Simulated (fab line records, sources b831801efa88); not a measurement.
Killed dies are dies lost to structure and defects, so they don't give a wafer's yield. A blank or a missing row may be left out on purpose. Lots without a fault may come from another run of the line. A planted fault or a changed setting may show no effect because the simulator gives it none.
Which tool did it? | flow sky130 | 12 lots, 36 wafers sampled, at 2 steps of a route of 708

WHAT THE GAUGES READ, wafer by wafer
SKY_POLY_GATE_THK_MEAS_21. Usual: POLY_GATE_OXIDATION_THK 4.01 nm, standard deviation 0.083.
lot  | measured     | on            | POLY_GATE_OXIDATION_THK (nm) | flag
L103 | day 16 15:05 | film_metro-02 | 4.01 3.89 4.00               |
L104 | day 16 22:25 | film_metro-01 | 3.94 3.92 3.96               |
L106 | day 17 19:23 | film_metro-02 | 3.96 3.94 3.95               |
L109 | day 18 15:28 | film_metro-02 | 4.06 4.11 4.03               |
L112 | day 19 23:00 | film_metro-02 | 3.96 4.03 4.00               |
L113 | day 20 03:53 | film_metro-01 | 3.94 4.01 3.99               |
L114 | day 20 11:43 | film_metro-01 | 3.95 3.94 3.96               |
L119 | day 22 16:54 | film_metro-03 | 4.02 4.14 4.03               |
L120 | day 22 16:54 | film_metro-02 | 4.06 4.09 4.06               |
L124 | day 24 00:55 | film_metro-01 | 3.96 4.10 3.99               |
L125 | day 24 11:49 | film_metro-03 | 3.97 3.88 3.96               |
L126 | day 25 00:04 | film_metro-02 | 4.09 3.99 4.09               |

WHICH TOOL RAN EACH LOT (tool, then ch and the chambers of the sampled wafers, then the start)
lot  | SKY_VT_ADJUST_LVTN_STRIP_09
L103 | plasma_asher-04 ch 0,1, day 7 02:21
L104 | plasma_asher-01 ch 0,1, day 7 08:12
L106 | plasma_asher-01 ch 0,1, day 7 23:39
L109 | plasma_asher-02 ch 0,1, day 8 15:48
L112 | plasma_asher-02 ch 0,1, day 9 10:51
L113 | plasma_asher-01 ch 0,1, day 9 14:50
L114 | plasma_asher-02 ch 0,1, day 9 21:15
L119 | plasma_asher-01 ch 0,1, day 11 09:48
L120 | plasma_asher-01 ch 0,1, day 11 10:50
L124 | plasma_asher-02 ch 0,1, day 12 13:26
L125 | plasma_asher-02 ch 0,1, day 13 00:11
L126 | plasma_asher-01 ch 0,1, day 13 08:21
- SKY_VT_ADJUST_LVTN_STRIP_09: strips in O2/N2.

WHAT THE TOOLS THEMSELVES READ (means of the sampled wafers that have a number; where no wafer has one, the mark that the record gives instead)
SKY_VT_ADJUST_LVTN_STRIP_09. Usual: chamber_pressure_mTorr 1500.1 mTorr, standard deviation 1.4; drypump_motor_current_A 5.9 A, standard deviation 0.55; oes_product_au 0.723 a.u., standard deviation 0.0047; strip_time_to_endpoint_s 36.97 s, standard deviation 0.11.
lot  | tool            | chamber_pressure_mTorr (mTorr) | drypump_motor_current_A (A) | oes_product_au (a.u.) | strip_time_to_endpoint_s (s) | flag
L103 | plasma_asher-04 | 1499.1                         | 5.8                         | 0.722                 | 37.04                        |
L104 | plasma_asher-01 | 1499.7                         | 5.7                         | 0.724                 | 37.01                        |
L106 | plasma_asher-01 | 1498.6                         | 5.7                         | 0.718                 | 36.91                        |
L109 | plasma_asher-02 | 1500.4                         | 6.5                         | 0.722                 | 37.00                        |
L112 | plasma_asher-02 | 1499.3                         | 6.1                         | 0.726                 | 37.08                        |
L113 | plasma_asher-01 | 1499.1                         | 5.7                         | 0.719                 | 36.96                        |
L114 | plasma_asher-02 | 1498.4                         | 6.4                         | 0.725                 | 36.85                        |
L119 | plasma_asher-01 | 1499.2                         | 5.7                         | 0.719                 | 37.01                        |
L120 | plasma_asher-01 | 1500.9                         | 5.4                         | 0.724                 | 36.81                        |
L124 | plasma_asher-02 | 1500.6                         | 6.5                         | 0.722                 | 36.74                        |
L125 | plasma_asher-02 | 1499.7                         | 6.1                         | 0.720                 | 36.98                        |
L126 | plasma_asher-01 | 1500.6                         | 5.4                         | 0.723                 | 37.04                        |

THE ANSWER, worked out from the rows above alone
Rule: a lot is off if the mean of its wafers that have a number lies more than 3 standard deviations from the usual mean. A lot without any number at a reading at which 4 lots or more have one is off too. The other lots that the step has rows for count as sound. The gauges are gone through in route order, then the tools' own readings, and for those a lot's mean is taken as printed above. The first step at which some lot is off is used, and at that step the reading that is off furthest; a lot without a number counts as furthest.
No lot is off at any reading shown: from this, nothing can be told.

WHAT THE SIMULATOR HAD PUT IN
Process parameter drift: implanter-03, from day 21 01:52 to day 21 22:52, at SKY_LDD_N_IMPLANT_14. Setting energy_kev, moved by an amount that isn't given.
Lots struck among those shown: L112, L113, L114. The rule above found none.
